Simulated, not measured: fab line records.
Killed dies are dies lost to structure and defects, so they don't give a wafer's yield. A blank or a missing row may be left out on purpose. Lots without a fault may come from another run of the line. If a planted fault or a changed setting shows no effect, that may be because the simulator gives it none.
The tool behind it: which one? -- flow gf180mcu -- 39 wafers from 13 lots sampled at 2 of the route's 602 steps

WHAT THE GAUGES SHOWED, per wafer
GF_V1_OVL_MEAS_15. Usual: V1_OVL typically reads 1 nm, with standard deviation 5.9.
lot,measured,on,V1_OVL (nm),flag
L305,day 19 00:21,overlay-02,-8 1 2,
L306,day 19 08:14,overlay-02,2 -3 0,
L307,day 19 18:11,overlay-01,2 -10 -8,
L310,day 21 03:27,overlay-01,-2 7 4,
L313,day 21 22:18,overlay-01,2 -4 12,
L314,day 22 09:33,overlay-02,2 5 3,
L317,day 23 08:34,overlay-02,-1 5 4,
L323,day 25 04:42,overlay-01,-5 -10 2,
L324,day 25 11:53,overlay-02,2 0 2,
L326,day 26 02:33,overlay-01,-4 -4 0,
L327,day 26 09:36,overlay-02,-6 0 -10,

WHAT TOOL EACH LOT RAN ON (gives the tool, then ch and the chambers of the sampled wafers, and finally the start)
lot,GF_CONTACT_SPUTTER_23
L305,"pvd sputter-03, day 16 23:44"
L306,"pvd sputter-01, day 17 05:31"
L307,"pvd sputter-03, day 17 12:38"
L310,"pvd sputter-01, day 19 00:07"
L313,"pvd sputter-03, day 19 19:18"
L314,"pvd sputter-03, day 20 07:16"
L317,"pvd sputter-03, day 21 07:30"
L319,"pvd sputter-01, day 21 21:01"
L320,"pvd sputter-03, day 22 06:10"
L323,"pvd sputter-03, day 23 05:23"
L324,"pvd sputter-01, day 23 13:38"
L326,"pvd sputter-01, day 24 04:16"
L327,"pvd sputter-01, day 24 12:48"
- GF_CONTACT_SPUTTER_23: material TiN, target thk 10 nm, time 40 s.

WHAT THE TOOLS THEMSELVES READ (means of the sampled wafers that have a number; where no wafer has one, the mark that the record gives instead)
GF_CONTACT_SPUTTER_23. Usual: cathode dc power W 4000.0 W, standard deviation 0.77; chamber pressure pa 5.001 Pa, standard deviation 0.0097; throttle valve pct 30.1 %, standard deviation 0.66.
lot,tool,cathode dc power W (W),chamber pressure pa (Pa),throttle valve pct (%),flag
L305,pvd sputter-03,3999.3,5.000,30.6,
L306,pvd sputter-01,3999.7,5.008,30.3,
L307,pvd sputter-03,4000.7,4.998,30.0,
L310,pvd sputter-01,4000.6,5.005,30.1,
L313,pvd sputter-03,4000.2,4.994,30.5,
L314,pvd sputter-03,4000.4,5.000,30.6,
L317,pvd sputter-03,4000.3,5.004,30.2,
L319,pvd sputter-01,-,-,-,OFF
L320,pvd sputter-03,-,-,-,OFF
L323,pvd sputter-03,3999.7,5.008,30.4,
L324,pvd sputter-01,3999.9,5.007,30.1,
L326,pvd sputter-01,4000.2,4.991,30.2,
L327,pvd sputter-01,4000.0,5.011,30.3,

THE ANSWER, worked out from the rows above alone
Rule: a lot is off if the mean of its wafers that have a number lies more than 3 standard deviations from the usual mean. Also off: a lot with no number at a reading for which 4 or more lots have one. Where the step has rows for the other lots, those lots are counted as sound. After the gauges, taken in route order, come the tools' own readings; for these a lot's mean is taken, as printed above. At the first step where some lot is off, the reading lying furthest off is the one used; lots without a number count as furthest.
Off: L319, L320, at GF_CONTACT_SPUTTER_23 (cathode dc power W). Without a number there: L319, L320.
If a tool, at that step or one of the process steps before it, ran each lot that is off and ran no sound lot following the first of them, it fits. Of those tried, none fits.

WHAT WAS PUT IN BY THE SIMULATOR
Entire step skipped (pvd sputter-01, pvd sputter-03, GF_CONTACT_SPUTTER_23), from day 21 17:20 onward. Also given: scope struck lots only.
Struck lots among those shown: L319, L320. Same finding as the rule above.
